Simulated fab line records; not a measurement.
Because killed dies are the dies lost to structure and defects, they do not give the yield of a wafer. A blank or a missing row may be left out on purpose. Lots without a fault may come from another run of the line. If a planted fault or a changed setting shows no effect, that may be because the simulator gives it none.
fab line records	flow sky130
[record] lots = 24	wafers = 72	lastDay = 50
route steps=708 shown LDD_HVP@287 POLY_CUT@317 SD_N@354 CONTACT@430 VIA1@470
lots that met no fault: taken from a fault-free run of the same line
startH: hours from the record's first day to the start of the lot's first wafer shown	waitH: hours since the lot's step before	" same as the row above	L1.1+2: several wafers, shown together as one row	- either no value or no given start	* or withheld: withheld	< > ~ a bound
route shown NAME@n: a module of which the file shows steps, and the number in the route of the first	usual: mean/standard deviation taken from wafers without a fault	same: alike in all rows	chamber/n: place in a boat	sites: the reading at each site	_std_site: how widely they spread, as a standard deviation	_edge_site: outer sites' mean less inner sites'	radiusMm: how far each site lies from the wafer's centre	mask NAME#n: copy n	behind: tool/chamber where the wafer was last shaped	hold: why the lot was held/for how many hours/how that ended	device: the transistor (n, p or np) that didn't switch	end of line: tests run on the same wafers once the route is complete	step lacking rows: just its recipe	killed: dies lost to structure and defects at the first sort, not the wafer's yield	map: a wafer's dies, x killed, . not, _ none there
set.NAME: setting as actually run; set.NAME@STEP: the setting as run at that earlier step	model.NAME: the simulator's own value behind a step, which no gauge read
steps of the route over a sample of lots; a table a step, a row a wafer
services: from which hour (startH, from the record's first day; less than 0 if before it) a tool's chamber was out of use, for how many hours, and why
[[steps]]
[step SKY_LDD_HVP_STRIP_09]
[recipe] chemistry = O2/N2	powerW = 1400	pressureMtorr = 1500	platenTempC = withheld	o2FlowSccm = 3000	n2FlowSccm = 300	overashFraction = 0.5
[usual] drypumpMotorCurrentA = 6.03/0.25	n2FlowSccm = 299.8/0.91	oesProductAu = 0.408/0.0045	stripTimeToEndpointS = 4.130/0.015
lot.wafer	tool	chamber	startH	waitH	drypumpMotorCurrentA	n2FlowSccm	oesProductAu	rfHoursCounterH	stripTimeToEndpointS
L074.1	plasmaAsher-03	1	487.64	0.1	6.18	300.3	0.409	5	4.132
L074.3	"	1	"	"	6.20	299.0	0.404	-	4.132
L074.4	"	0	"	"	5.90	300.7	0.405	-	4.140
L075.1	plasmaAsher-01	0	493.07	0.1	6.44	298.3	0.407	69	4.142
L075.3	"	1	"	"	6.31	301.4	0.407	-	4.136
L075.4	"	0	"	"	6.47	299.4	0.403	-	4.127
L076.3	plasmaAsher-01	1	511.92	0.1	6.27	300.3	0.411	-	4.142
L076.4	"	0	"	"	6.42	298.9	0.413	-	4.136
L076.6	"	0	"	"	6.39	298.7	0.410	-	4.122
L077.1	plasmaAsher-03	0	516.94	0.1	5.90	300.9	0.406	8	4.127
L077.5	"	0	"	"	5.91	300.2	0.408	-	4.126
L077.6	"	1	"	"	6.16	299.1	0.406	-	4.125
L078.1	plasmaAsher-01	0	535.27	0.1	6.44	301.1	0.412	73	4.094
L078.4	"	1	"	"	6.29	299.6	0.409	-	4.105
L078.5	"	1	"	"	6.30	298.3	0.405	-	4.096
L079.1	plasmaAsher-03	1	537.47	0.1	6.17	299.7	0.406	10	4.145
L079.4	"	0	"	"	5.91	299.0	0.419	-	4.119
L079.5	"	1	"	"	6.17	299.3	0.409	-	4.128
L080.4	plasmaAsher-04	1	549.62	0.1	5.55	299.8	0.404	-	4.106
L080.5	"	0	"	"	5.95	299.9	0.410	-	4.113
L080.6	"	1	"	"	5.55	301.3	0.402	-	4.138
L081.1	plasmaAsher-03	0	556.64	0.1	5.90	299.4	0.408	12	4.142
L081.2	"	1	"	"	6.13	299.9	0.402	12	4.138
L081.3	"	1	"	"	6.15	300.0	0.416	-	4.130
L082.1	plasmaAsher-03	0	564.02	0.1	5.91	298.0	0.408	13	4.122
L082.3	"	0	"	"	5.90	300.6	0.407	-	4.125
L082.6	"	1	"	"	6.16	298.3	0.409	-	4.118
L083.1	plasmaAsher-03	0	577.07	0.1	5.90	300.7	0.418	14	4.142
L083.2	"	1	"	"	6.18	299.2	0.413	14	4.132
L083.6	"	1	"	"	6.15	300.1	0.405	-	4.127
L084.1	plasmaAsher-03	0	579.02	0.1	5.91	299.4	0.409	15	4.142
L084.3	"	0	"	"	5.91	300.4	0.411	-	4.131
L084.4	"	1	"	"	6.16	301.2	0.414	-	4.142
L085.4	plasmaAsher-03	0	587.87	0.1	5.90	299.3	0.407	-	4.119
L085.5	"	1	"	"	6.18	300.1	0.406	-	4.139
L085.6	"	0	"	"	5.90	299.4	0.409	-	4.118
L086.1	plasmaAsher-03	0	600.02	0.1	5.91	298.1	0.415	17	4.131
L086.3	"	0	"	"	5.91	299.8	0.413	-	4.135
L086.6	"	0	"	"	5.90	299.3	0.413	-	4.134
L087.1	plasmaAsher-01	0	606.92	0.1	6.41	298.9	0.406	80	4.136
L087.2	"	1	"	"	6.30	299.3	0.409	80	4.136
L087.6	"	1	"	"	6.29	302.2	0.408	-	4.150
L088.2	plasmaAsher-04	1	611.87	0.1	5.58	297.9	0.402	91	4.108
L088.3	"	0	"	"	5.93	300.8	0.410	-	4.111
L088.5	"	0	"	"	5.94	300.5	0.402	-	4.113
L089.1	plasmaAsher-04	1	624.54	0.1	5.54	299.5	0.409	93	4.115
L089.2	"	0	"	"	5.96	300.9	0.411	93	4.114
L089.6	"	1	"	"	5.55	300.3	0.398	-	4.119
L090.1	plasmaAsher-01	1	634.22	0.1	6.30	299.7	0.409	84	4.128
L090.3	"	0	"	"	6.42	299.6	0.410	-	4.163
L090.6	"	0	"	"	6.37	299.3	0.409	-	4.140
L091.3	plasmaAsher-04	1	645.65	0.1	5.56	299.9	0.405	-	4.137
L091.4	"	0	"	"	5.96	299.8	0.401	-	4.123
L091.5	"	0	"	"	5.96	298.7	0.412	-	4.134
L093.1	plasmaAsher-03	1	662.59	0.1	6.17	300.0	0.418	25	4.129
L093.2	"	0	"	"	5.90	299.0	0.403	25	4.130
L093.3	"	1	"	"	6.17	299.6	0.412	-	4.132
L092.2	plasmaAsher-03	1	663.42	0.1	6.21	301.3	0.409	25	4.142
L092.3	"	1	"	"	6.20	299.9	0.405	-	4.135
L092.5	"	0	"	"	5.90	298.5	0.410	-	4.141
L095.1	plasmaAsher-04	1	666.57	0.1	5.54	299.9	0.410	98	4.114
L095.2	"	0	"	"	5.96	299.4	0.411	98	4.122
L095.4	"	0	"	"	5.94	298.5	0.409	-	4.112
L094.2	plasmaAsher-03	0	673.62	0.1	5.90	298.1	0.410	26	4.154
L094.4	"	0	"	"	5.89	299.4	0.414	-	4.180
L094.6	"	1	"	"	6.18	299.3	0.408	-	4.150
L096.1	plasmaAsher-04	1	677.52	0.1	5.56	300.0	0.404	100	4.117
L096.4	"	0	"	"	5.94	299.1	0.406	-	4.115
L096.5	"	0	"	"	5.94	300.3	0.403	-	4.138
L097.1	plasmaAsher-03	1	690.47	0.1	6.18	302.1	0.408	28	4.140
L097.4	"	1	"	"	6.18	300.3	0.422	-	4.111
L097.6	"	0	"	"	5.90	299.7	0.400	-	4.127
[step SKY_LDD_HVP_TW_MEAS_10]
[usual] LDD_HVP_TW = 458/3.6
lot.wafer	tool	chamber	startH	waitH	LDD_HVP_TW
L074.1	filmMetro-01	-	487.74	0.1	462
L074.3	"	-	"	"	465
L074.4	"	-	"	"	464
L075.1	filmMetro-03	-	493.17	0.1	454
L075.3	"	-	"	"	453
L075.4	"	-	"	"	455
L076.3	filmMetro-03	-	512.01	0.1	452
L076.4	"	-	"	"	453
L076.6	"	-	"	"	452
L077.1	filmMetro-02	-	517.04	0.1	457
L077.5	"	-	"	"	457
L077.6	"	-	"	"	459
L078.1	filmMetro-02	-	535.37	0.1	461
L078.4	"	-	"	"	458
L078.5	"	-	"	"	461
L079.1	filmMetro-01	-	537.57	0.1	462
L079.4	"	-	"	"	461
L079.5	"	-	"	"	461
L080.4	filmMetro-01	-	549.76	0.1	462
L080.5	"	-	"	"	462
L080.6	"	-	"	"	462
L081.1	filmMetro-02	-	556.74	0.1	455
L081.2	"	-	"	"	454
L081.3	"	-	"	"	454
L082.1	filmMetro-02	-	564.12	0.1	455
L082.3	"	-	"	"	453
L082.6	"	-	"	"	455
L083.1	filmMetro-03	-	577.17	0.1	454
L083.2	"	-	"	"	454
L083.6	"	-	"	"	455
L084.1	filmMetro-02	-	579.12	0.1	458
L084.3	"	-	"	"	454
L084.4	"	-	"	"	455
L085.4	filmMetro-03	-	587.97	0.1	457
L085.5	"	-	"	"	457
L085.6	"	-	"	"	458
L086.1	filmMetro-03	-	600.12	0.1	457
L086.3	"	-	"	"	455
L086.6	"	-	"	"	457
L087.1	filmMetro-01	-	607.02	0.1	460
L087.2	"	-	"	"	461
L087.6	"	-	"	"	463
L088.2	filmMetro-02	-	611.98	0.1	458
L088.3	"	-	"	"	456
L088.5	"	-	"	"	454
L089.1	filmMetro-03	-	624.64	0.1	457
L089.2	"	-	"	"	455
L089.6	"	-	"	"	456
L090.1	filmMetro-03	-	634.32	0.1	453
L090.3	"	-	"	"	453
L090.6	"	-	"	"	453
L091.3	filmMetro-02	-	645.74	0.1	459
L091.4	"	-	"	"	456
L091.5	"	-	"	"	455
L093.1	filmMetro-01	-	662.69	0.1	461
L093.2	"	-	"	"	461
L093.3	"	-	"	"	465
L092.2	filmMetro-03	-	663.53	0.1	458
L092.3	"	-	"	"	457
L092.5	"	-	"	"	456
L095.1	filmMetro-02	-	666.67	0.1	454
L095.2	"	-	"	"	456
L095.4	"	-	"	"	455
L094.2	filmMetro-01	-	673.73	0.1	462
L094.4	"	-	"	"	461
L094.6	"	-	"	"	463
L096.1	filmMetro-01	-	677.62	0.1	462
L096.4	"	-	"	"	463
L096.5	"	-	"	"	466
L097.1	filmMetro-01	-	690.57	0.1	463
L097.4	"	-	"	"	461
L097.6	"	-	"	"	462
[step SKY_POLY_CUT_ETCH_10]
[recipe] chemistry = N2/H2	target = BARC	ionEnergyEv = 200	sourceW = 500	biasW = 100	pressureMtorr = 30	n2FlowSccm = 100	h2FlowSccm = 200	stopOn = SiO2	timeS = 45.9	targetDepthA = 600
[usual] drypumpMotorCurrentA = 5.9/0.31	n2FlowSccm = 100.02/0.28	oesProductAu = 0.855/0.0045	throttleValvePct = 13.225/0.0099
lot.wafer	tool	chamber	startH	waitH	drypumpMotorCurrentA	n2FlowSccm	oesProductAu	rfHoursCounterH	throttleValvePct
L074.1	rieDiel-03	0	550.96	0.0	5.9	100.06	0.862	23	13.217
L074.3	"	3	"	"	6.0	100.13	0.857	14	13.224
L074.4	"	2	"	"	6.4	100.27	0.855	9	13.216
L075.1	rieDiel-03	1	556.09	0.0	6.2	100.10	0.855	5	13.216
L075.3	"	3	"	"	6.0	99.84	0.851	14	13.230
L075.4	"	0	"	"	5.8	100.00	0.858	23	13.212
L076.3	rieDiel-03	3	574.76	0.0	6.0	100.04	0.854	15	13.229
L076.4	"	1	"	"	6.2	100.21	0.856	5	13.213
L076.6	"	1	"	"	6.2	100.30	0.861	-	13.205
L077.1	rieDiel-02	2	579.41	0.0	5.9	99.60	0.851	13	13.236
L077.5	"	3	"	"	6.5	99.79	0.847	-	13.205
L077.6	"	0	"	"	5.7	100.35	0.860	-	13.223
L078.1	rieDiel-04	1	598.09	0.0	5.9	100.00	0.856	8	13.206
L078.4	"	2	"	"	5.9	100.18	0.853	3	13.221
L078.5	"	1	"	"	5.9	100.05	0.862	-	13.236
L079.1	rieDiel-04	1	600.34	0.0	5.9	99.79	0.863	8	13.222
L079.4	"	0	"	"	5.5	100.09	0.854	27	13.218
L079.5	"	2	"	"	5.9	99.67	0.858	-	13.233
L080.4	rieDiel-03	3	610.84	0.0	6.0	100.22	0.859	15	13.241
L080.5	"	1	"	"	6.2	99.78	0.859	-	13.218
L080.6	"	0	"	"	5.8	100.18	0.861	-	13.222
L081.1	rieDiel-04	0	617.09	0.0	5.5	99.97	0.852	27	13.242
L081.2	"	3	"	"	5.4	100.20	0.851	6	13.226
L081.3	"	2	"	"	5.9	99.52	0.857	3	13.236
L082.1	rieDiel-04	1	626.09	0.0	5.9	99.79	0.857	8	13.227
L082.3	"	0	"	"	5.5	100.58	0.854	27	13.220
L082.6	"	1	"	"	5.9	100.06	0.856	-	13.225
L083.1	rieDiel-03	0	637.69	0.0	5.9	99.80	0.855	25	13.224
L083.2	"	2	"	"	6.4	99.56	0.861	11	13.206
L083.6	"	2	"	"	6.4	99.36	0.854	-	13.221
L084.1	rieDiel-02	2	639.56	0.0	5.8	99.98	0.862	14	13.246
L084.3	"	1	"	"	5.8	99.58	0.851	49	13.210
L084.4	"	0	"	"	5.7	99.78	0.856	3	13.214
L085.4	rieDiel-02	1	647.44	0.0	5.8	99.56	0.861	49	13.252
L085.5	"	1	"	"	5.8	99.92	0.846	-	13.214
L085.6	"	0	"	"	5.7	99.93	0.856	-	13.223
L086.1	rieDiel-02	2	661.34	0.0	5.8	99.55	0.854	14	13.231
L086.3	"	3	"	"	6.5	100.10	0.858	3	13.213
L086.6	"	1	"	"	5.8	99.55	0.852	-	13.221
L087.1	rieDiel-02	1	667.79	0.0	5.8	100.11	0.852	49	13.227
L087.2	"	2	"	"	5.8	100.18	0.856	14	13.224
L087.6	"	3	"	"	6.5	100.04	0.852	-	13.213
L088.2	rieDiel-02	0	672.96	0.0	5.7	100.22	0.847	4	13.233
L088.3	"	2	"	"	5.8	99.76	0.853	15	13.218
L088.5	"	2	"	"	5.8	99.82	0.856	-	13.231
L089.1	rieDiel-02	3	683.74	0.0	6.5	100.22	0.857	4	13.227
L089.2	"	0	"	"	5.7	100.04	0.854	4	13.222
L089.6	"	3	"	"	6.5	100.35	0.856	-	13.237
L090.1	rieDiel-04	2	694.49	0.0	5.9	99.65	0.853	5	13.225
L090.3	"	0	"	"	5.5	99.99	0.856	28	13.223
L090.6	"	2	"	"	5.9	100.25	0.856	-	13.222
L091.3	rieDiel-03	2	704.99	0.0	6.3	99.99	0.848	13	13.219
L091.4	"	2	"	"	6.4	99.67	0.847	-	13.228
L091.5	"	3	"	"	6.0	100.47	0.852	-	13.237
L092.2	rieDiel-04	0	726.01	0.0	5.5	100.03	0.852	29	13.236
L092.3	"	3	"	"	5.4	100.45	0.862	7	13.240
L092.5	"	3	"	"	5.4	100.31	0.853	-	13.229
L093.1	rieDiel-03	0	726.36	0.0	5.9	100.16	0.856	27	13.236
L093.2	"	2	"	"	6.4	100.21	0.860	13	13.214
L093.3	"	1	"	"	6.2	99.95	0.862	9	13.223
L095.1	rieDiel-02	2	726.89	0.0	5.8	100.34	0.853	16	13.233
L095.2	"	0	"	"	5.7	100.05	0.854	6	13.217
L095.4	"	3	"	"	6.5	99.82	0.853	5	13.223
L094.2	rieDiel-03	1	730.61	0.0	6.2	100.58	0.856	9	13.207
L094.4	"	0	"	"	5.8	100.64	0.859	28	13.211
L094.6	"	3	"	"	6.0	99.60	0.855	-	13.212
L096.1	rieDiel-04	1	733.09	0.0	5.9	100.07	0.855	10	13.229
L096.4	"	0	"	"	5.4	100.11	0.862	29	13.220
L096.5	"	2	"	"	5.9	99.33	0.846	-	13.234
L097.1	rieDiel-03	2	746.43	0.0	6.4	100.28	0.856	14	13.250
L097.4	"	3	"	"	6.0	99.64	0.860	19	13.223
L097.6	"	1	"	"	6.2	99.81	0.852	-	13.214
[step SKY_SD_N_TW_MEAS_12]
[usual] SD_N_TW = 4014/38
lot.wafer	tool	chamber	startH	waitH	SD_N_TW
L074.1	filmMetro-01	-	640.21	0.1	4015
L074.3	"	-	"	"	4027
L074.4	"	-	"	"	4024
L075.1	filmMetro-02	-	644.79	0.1	3993
L075.3	"	-	"	"	3996
L075.4	"	-	"	"	3987
L076.3	filmMetro-02	-	662.06	0.1	3988
L076.4	"	-	"	"	3985
L076.6	"	-	"	"	3971
L077.1	filmMetro-04	-	666.66	0.1	4062
L077.5	"	-	"	"	4032
L077.6	"	-	"	"	4046
L078.1	filmMetro-01	-	685.69	0.1	4043
L078.4	"	-	"	"	4030
L078.5	"	-	"	"	4040
L079.1	filmMetro-01	-	687.26	0.1	4050
L079.4	"	-	"	"	4045
L079.5	"	-	"	"	4042
L080.4	filmMetro-01	-	697.14	0.1	4039
L080.5	"	-	"	"	4056
L080.6	"	-	"	"	4047
L081.1	filmMetro-01	-	702.71	0.1	4069
L081.2	"	-	"	"	4060
L081.3	"	-	"	"	4034
L082.1	filmMetro-02	-	711.16	0.1	3982
L082.3	"	-	"	"	3984
L082.6	"	-	"	"	3977
L083.1	filmMetro-04	-	722.09	0.1	4053
L083.2	"	-	"	"	4067
L083.6	"	-	"	"	4058
L084.1	filmMetro-01	-	724.06	0.1	4074
L084.3	"	-	"	"	4039
L084.4	"	-	"	"	4040
L085.4	filmMetro-02	-	731.34	0.1	3939
L085.5	"	-	"	"	3945
L085.6	"	-	"	"	3934
L086.1	filmMetro-02	-	744.01	0.1	3963
L086.3	"	-	"	"	3980
L086.6	"	-	"	"	3996
L087.1	filmMetro-04	-	750.26	0.1	4071
L087.2	"	-	"	"	4073
L087.6	"	-	"	"	4081
L088.2	filmMetro-02	-	755.27	0.1	3990
L088.3	"	-	"	"	3996
L088.5	"	-	"	"	3983
L089.1	filmMetro-04	-	763.06	0.1	4036
L089.2	"	-	"	"	4042
L089.6	"	-	"	"	4040
L090.1	filmMetro-02	-	774.49	0.1	3999
L090.3	"	-	"	"	3985
L090.6	"	-	"	"	3980
L091.3	filmMetro-02	-	786.06	0.1	3990
L091.4	"	-	"	"	3993
L091.5	"	-	"	"	3984
L092.2	filmMetro-01	-	805.72	0.1	4058
L092.3	"	-	"	"	4069
L092.5	"	-	"	"	4049
L093.1	filmMetro-02	-	806.51	0.1	3954
L093.2	"	-	"	"	3975
L093.3	"	-	"	"	3976
L095.1	filmMetro-02	-	806.99	0.1	3999
L095.2	"	-	"	"	3990
L095.4	"	-	"	"	4002
L094.2	filmMetro-02	-	810.17	0.1	4009
L094.4	"	-	"	"	4006
L094.6	"	-	"	"	3992
L096.1	filmMetro-01	-	813.36	0.1	4052
L096.4	"	-	"	"	4019
L096.5	"	-	"	"	4027
L097.1	filmMetro-02	-	825.34	0.1	3966
L097.4	"	-	"	"	3983
L097.6	"	-	"	"	3964
[step SKY_CONTACT_CVD_24]
[recipe] material = W	targetThkNm = 340	timeS = 102.12	tempC = 400	pressureTorr = 40
[usual] heaterPowerW = 922/140	susceptorTempC = 400.00/0.22
lot.wafer	tool	chamber	startH	waitH	heaterPowerW	sinceWetCleanH	susceptorTempC
L074.1	cvdW-01	1	730.13	0.0	1084	826	399.71
L074.3	"	1	"	"	1086	-	399.83
L074.4	"	0	"	"	808	-	400.15
L075.1	cvdW-02	1	733.53	0.0	731	328	399.78
L075.3	"	0	"	"	976	-	399.68
L075.4	"	1	"	"	748	-	400.41
L076.3	cvdW-02	0	754.46	0.1	982	-	399.99
L076.4	"	1	"	"	738	-	400.19
L076.6	"	0	"	"	983	-	400.08
L077.1	cvdW-01	0	756.79	0.0	835	853	399.75
L077.5	"	1	"	"	1098	-	399.82
L077.6	"	0	"	"	816	-	399.75
L078.1	cvdW-01	0	772.20	0.0	833	868	400.39
L078.4	"	0	"	"	816	-	400.14
L078.5	"	0	"	"	836	-	400.10
L079.1	cvdW-02	1	785.19	0.0	732	379	400.19
L079.4	"	1	"	"	726	-	400.22
L079.5	"	1	"	"	727	-	399.85
L080.4	cvdW-01	0	786.04	0.1	794	-	399.88
L080.5	"	1	"	"	1135	-	400.05
L080.6	"	0	"	"	819	-	399.93
L081.1	cvdW-01	0	788.08	0.0	821	884	399.98
L081.2	"	1	"	"	1075	884	400.03
L081.3	"	1	"	"	1113	-	400.34
L082.1	cvdW-01	1	793.49	0.0	1115	890	400.16
L082.3	"	1	"	"	1134	-	400.07
L082.6	"	0	"	"	817	-	399.74
L083.1	cvdW-02	1	807.13	0.0	735	401	400.14
L083.2	"	0	"	"	985	401	400.02
L083.6	"	0	"	"	1007	-	399.85
L084.1	cvdW-01	1	808.07	0.0	1115	904	399.67
L084.3	"	0	"	"	816	-	399.94
L084.4	"	1	"	"	1082	-	399.96
L085.4	cvdW-02	1	816.72	0.1	747	-	399.37
L085.5	"	1	"	"	740	-	400.01
L085.6	"	0	"	"	980	-	400.12
L086.1	cvdW-01	0	827.07	0.0	796	923	399.92
L086.3	"	0	"	"	823	-	400.23
L086.6	"	1	"	"	1109	-	400.07
L087.1	cvdW-01	0	835.08	0.0	806	931	400.01
L087.2	"	1	"	"	1086	931	400.08
L087.6	"	1	"	"	1101	-	400.31
L088.2	cvdW-02	0	838.25	0.0	980	432	399.76
L088.3	"	0	"	"	983	-	400.24
L088.5	"	1	"	"	731	-	399.77
L089.1	cvdW-01	1	848.19	0.0	1105	944	400.49
L089.2	"	0	"	"	827	944	400.44
L089.6	"	0	"	"	845	-	400.51
L090.1	cvdW-01	1	858.59	0.0	1104	955	400.10
L090.3	"	1	"	"	1103	-	400.19
L090.6	"	0	"	"	812	-	400.01
L091.3	cvdW-01	0	868.71	0.1	815	-	400.00
L091.4	"	1	"	"	1104	-	400.15
L091.5	"	1	"	"	1100	-	400.27
L092.2	cvdW-01	0	889.17	0.0	824	985	400.10
L092.3	"	1	"	"	1108	-	400.08
L092.5	"	1	"	"	1085	-	399.99
L093.1	cvdW-02	1	889.52	0.0	746	484	400.16
L093.2	"	0	"	"	1009	484	400.01
L093.3	"	1	"	"	737	-	399.79
L095.1	cvdW-01	1	891.79	0.0	1114	988	399.89
L095.2	"	0	"	"	836	988	399.38
L095.4	"	1	"	"	1108	-	399.84
L094.2	cvdW-02	1	892.86	0.0	744	487	399.81
L094.4	"	1	"	"	748	-	400.12
L094.6	"	0	"	"	991	-	399.96
L096.1	cvdW-02	1	897.96	0.0	761	492	400.17
L096.4	"	0	"	"	993	-	400.09
L096.5	"	0	"	"	1018	-	400.03
L097.1	cvdW-02	0	907.79	0.0	990	502	400.30
L097.4	"	0	"	"	991	-	400.28
L097.6	"	0	"	"	988	-	399.85
[step SKY_VIA1_CD_MEAS_12]
[recipe] targetCdNm = 150
[usual] cdNm = 149.8/1.9
lot.wafer	tool	chamber	startH	waitH	cdNm
L074.1	cdSem-01	-	785.85	-	152.4
L074.3	"	-	"	"	152.4
L074.4	"	-	"	"	152.5
L075.1	cdSem-01	-	789.59	-	151.0
L075.3	"	-	"	"	150.0
L075.4	"	-	"	"	150.0
L076.3	cdSem-01	-	809.23	-	150.8
L076.4	"	-	"	"	151.6
L076.6	"	-	"	"	150.8
L077.1	cdSem-01	-	811.90	-	146.0
L077.5	"	-	"	"	147.2
L077.6	"	-	"	"	146.5
L078.1	cdSem-02	-	825.70	-	147.9
L078.4	"	-	"	"	147.7
L078.5	"	-	"	"	147.5
L079.1	cdSem-01	-	840.40	-	149.7
L079.4	"	-	"	"	149.4
L079.5	"	-	"	"	150.4
L080.4	cdSem-02	-	840.81	-	146.9
L080.5	"	-	"	"	147.6
L080.6	"	-	"	"	148.1
L081.1	cdSem-01	-	842.75	-	148.8
L081.2	"	-	"	"	149.6
L081.3	"	-	"	"	149.0
L082.1	cdSem-02	-	847.94	-	152.3
L082.3	"	-	"	"	150.9
L082.6	"	-	"	"	154.1
L083.1	cdSem-02	-	861.20	-	148.1
L083.2	"	-	"	"	148.6
L083.6	"	-	"	"	147.4
L084.1	cdSem-02	-	862.28	-	147.3
L084.3	"	-	"	"	148.4
L084.4	"	-	"	"	149.0
L085.4	cdSem-01	-	871.64	-	153.8
L085.5	"	-	"	"	151.3
L085.6	"	-	"	"	150.6
L086.1	cdSem-01	-	881.65	-	151.0
L086.3	"	-	"	"	149.7
L086.6	"	-	"	"	149.1
L087.1	cdSem-02	-	889.20	-	147.5
L087.2	"	-	"	"	148.6
L087.6	"	-	"	"	148.9
L088.2	cdSem-01	-	892.27	-	150.0
L088.3	"	-	"	"	150.2
L088.5	"	-	"	"	149.2
L089.1	cdSem-01	-	902.29	-	150.8
L089.2	"	-	"	"	150.2
L089.6	"	-	"	"	150.1
L090.1	cdSem-01	-	911.69	-	153.3
L090.3	"	-	"	"	153.0
L090.6	"	-	"	"	153.1
L091.3	cdSem-01	-	922.02	-	151.3
L091.4	"	-	"	"	148.9
L091.5	"	-	"	"	151.1
L092.2	cdSem-02	-	940.60	-	152.1
L092.3	"	-	"	"	150.4
L092.5	"	-	"	"	152.1
L093.1	cdSem-02	-	941.35	-	146.7
L093.2	"	-	"	"	147.0
L093.3	"	-	"	"	147.1
L095.1	cdSem-02	-	942.93	-	149.7
L095.2	"	-	"	"	148.8
L095.4	"	-	"	"	148.9
L094.2	cdSem-01	-	944.32	-	150.9
L094.4	"	-	"	"	150.6
L094.6	"	-	"	"	150.3
L096.1	cdSem-01	-	949.45	-	150.0
L096.4	"	-	"	"	149.2
L096.5	"	-	"	"	150.1
L097.1	cdSem-01	-	958.79	-	151.9
L097.4	"	-	"	"	150.7
L097.6	"	-	"	"	151.8
[[services]]
tool	chamber	startH	hours	kind
cvdW-01	0	495.46	4.2	repair
plasmaAsher-03	-	505.99	1.4	repair
rieDiel-02	3	517.15	10.1	repair
rieDiel-02	0	522.72	5.2	repair
cvdW-02	-	533.84	3.0	repair
rieDiel-03	1	534.50	16.3	repair
rieDiel-03	3	558.28	3.9	repair
plasmaAsher-03	-	624.55	2.8	pm
cvdW-02	1	640.98	9.7	repair
rieDiel-03	0	653.09	4.2	repair
rieDiel-03	3	678.86	3.7	repair
rieDiel-03	1	694.42	11.6	repair
rieDiel-03	3	738.98	6.7	repair
rieDiel-03	-	770.05	0.3	repair
plasmaAsher-03	-	783.51	4.3	pm
plasmaAsher-03	-	796.02	35.5	repair
plasmaAsher-03	-	798.37	3.5	repair
cvdW-02	-	809.38	6.9	pm
plasmaAsher-03	-	831.99	4.6	repair
cvdW-01	-	832.67	1.4	repair
rieDiel-03	-	842.53	0.2	repair
rieDiel-03	3	859.75	11.6	repair
rieDiel-03	0	903.62	5.7	repair
cvdW-01	-	904.00	14.0	pm
[[key]]
fault none
